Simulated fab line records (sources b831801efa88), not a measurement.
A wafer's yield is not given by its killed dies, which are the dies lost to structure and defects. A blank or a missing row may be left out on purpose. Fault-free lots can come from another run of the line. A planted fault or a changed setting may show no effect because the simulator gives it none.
Comparing a struck lot with a sound one	flow gf180mcu	18 steps out of a route of 602
Sound: wafers L440.3, L440.5, L440.6. The struck wafers were L448.1, L448.3, L448.4. At the end, the cause is stated.
Order at every step that has rows: each side's tool, ch and its chambers, its first start. Under that, the readings that differ: sound wafers	struck wafers	difference of the means	sigmas: that difference in standard deviations of wafers without a fault.
alike: a reading whose means differ by less than 2 such deviations, as well as words and numbers matching on both sides. not compared: withheld readings; readings where some wafer has no value; bounds like >300 that might hide an equal value; numbers whose values overlap and for which the record gives no deviation.
A row with sigmas, a row that says differs or no value, or rows on one side alone: a step with any of these is where the two part. Numbers that don't overlap but have no deviation are shown without sigmas and don't part them. Lack of a reading on every wafer of one side parts them only where that side has two or more wafers.

first, 3 steps without rows for these wafers: GF_V3_EXPOSE_11 (exposes mask Via3, target cd 260 nm); GF_V3_PEB_12 (peb time 90 s); GF_V3_DEVELOP_13 (develop time 60 s).
GF_V3_CD_MEAS_14: target cd 260 nm.
  sound: cd sem-02 at day 22 12:36; struck: cd sem-02 at day 25 14:13
  alike: cd nm
GF_V3_OVL_MEAS_15:
  sound: overlay-01 at day 22 12:42; struck: overlay-01 at day 25 14:20
  alike: V3_OVL
GF_V3_ETCH_16: etches BARC in N2/H2.
  sound on rie diel-03 ch 1,2, day 22 12:43; struck on rie diel-02 ch 0,3, day 25 14:22
  alike: drypump motor current A, oes product au, throttle valve pct
GF_V3_ETCH_17: etches SiO2 in C4F8/O2/Ar, stops on TiN, target depth 635 nm.
  sound on rie diel-03 ch 1,2; struck on rie diel-02 ch 0,3
  alike: oes product au
GF_V3_STRIP_18: strips in O2/N2.
  sound on plasma asher-02 ch 0,1, day 22 12:53; struck on plasma asher-01 ch 0,1, day 25 14:30
  alike: drypump motor current A, heater power w, o2 flow sccm, oes product au
  not compared: rf hours counter h
then, 2 steps without rows for these wafers: GF_V3_STRIP_19 (strips in post etch residue remover, time 1200 s); GF_V3_CLEAN_20 (cleans in DIW).
GF_V3_SPUTTER_21: material Ti, target thk 15 nm, time 80.02 s.
  sound: pvd sputter-02 at day 22 13:25; struck: pvd sputter-04 at day 25 15:02
  alike: substrate temp c, throttle valve pct
then, 1 step without rows for these wafers: GF_V3_SPUTTER_22 (material TiN, target thk 10 nm, time 40 s).
GF_V3_CVD_23: deposits W, target thk 350 nm, time 104.9 s.
  sound on cvd w-02 ch 0,1, day 22 13:33; struck on cvd w-01 ch 0,1, day 25 15:08
reading	sound	struck	difference	sigmas
susceptor temp C (C)	400.17 399.96 400.23	411.96 412.07 411.91	+11.86	+54
model.W_of_V3_CVD_23.thk nm (nm)	348.2 351.3 348	427.8 428.7 427.9	+79.0	
  alike: chamber pressure Torr, heater power w
GF_V3_RS_MEAS_24: the measuring method here is four-point-probe.
  sound: film metro-04 at day 22 13:40; struck: film metro-04 at day 25 15:32
reading	sound	struck	difference	sigmas
V3_W_RS (ohm/sq)	0.329 0.326 0.329	0.267 0.267 0.267	-0.061	-20
  not compared: hold
GF_V3_THK_MEAS_25: measures by xrf.
  sound: film metro-04 at day 22 13:46; struck: film metro-04 at day 25 19:06
reading	sound	struck	difference	sigmas
V3_W_THK (nm)	348 351 349	441 440 440	+91	+17
  not compared: hold
GF_V3_CMP_26: polishes, stops on SiO2, t overpolish 15 s, target thk 0 nm.
  sound on cmp-01 ch 0,1,2, day 22 13:55; struck on cmp-02 ch 0,1,2, day 25 22:17
reading	sound	struck	difference	sigmas
hold	- - -	await dispo/3.1h/release await dispo/3.1h/release await dispo/3.1h/release	no value on the sound wafers	
time to endpoint s (s)	84.1 84.4 85.3	107.3 105.1 106.7	+21.8	+8
  alike: motor current A, retaining ring pressure frac
GF_M4_SPUTTER_00: material Ti, target thk 37.5 nm, time 150 s.
  sound: pvd sputter-01 at day 22 14:07; struck: pvd sputter-03 at day 25 22:35
  alike: substrate temp c, throttle valve pct
GF_PASSIVATION_PROBE_99:
  the record has rows for the sound wafers here (prober-02, day 29 06:38) and none for the struck ones

WHERE THEY PART
At GF_V3_CVD_23 first; at GF_PASSIVATION_PROBE_99 last (within this record only).

WHY: what had been put in by the simulator
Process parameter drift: cvd w-01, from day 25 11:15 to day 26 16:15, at GF_V3_CVD_23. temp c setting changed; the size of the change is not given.
